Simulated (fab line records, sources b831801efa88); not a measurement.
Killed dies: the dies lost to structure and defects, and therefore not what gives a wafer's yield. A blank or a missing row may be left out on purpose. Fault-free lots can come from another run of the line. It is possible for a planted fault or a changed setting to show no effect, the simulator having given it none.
Matching of chambers    flow sky130    SKY_VIA1_HDPCVD_00 on hdpcvd-02 has 3 sister chambers
The step deposits SiO2, target thk 1030 nm, time 171.7 s. 3 wafers are shown with their chamber, then 8 later ones without.

== EACH WAFER AND ITS CHAMBER ==
wafer   chamber  run length s (s)
L211.3  1        199.1
L214.2  0        200.6
L224.2  2        198.8

== WAFERS MISSING THEIR CHAMBER ==
wafer   run length s (s)
L224.3  199.9
L224.6  199.1
L225.3  199.3
L225.4  200.5
L225.5  198.8
L226.1  199.1
L226.3  200.4
L226.4  198.7

== EACH ONE'S CHAMBER ==
wafer   from the rows above           in truth
L224.3  can't be placed: 0 or 1 or 2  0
L224.6  can't be placed: 1 or 2       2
L225.3  can't be placed: 1 or 2       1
L225.4  0                             0
L225.5  can't be placed: 2 or 1       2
L226.1  can't be placed: 1 or 2       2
L226.3  0                             0
L226.4  can't be placed: 2 or 1       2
Correctly placed: 2 of 8. Can't be placed from these rows: 6 (the true chamber is among the candidates in 6). 0 placed wrongly.
How it was worked out, from the rows above alone: a wafer's distance from a chamber is the root of the sum, over the readings, of the square of ((its reading less the chamber's mean) divided by the reading's scatter). If the next closest chamber is less than 2 further off than the closest, the wafer can't be placed; otherwise it belongs to the closest. Each chamber's mean is taken over the wafers shown for it. The scatter: with one shown wafer a chamber, the root of the mean of the squares of how far each hidden wafer lies from its nearest shown one.
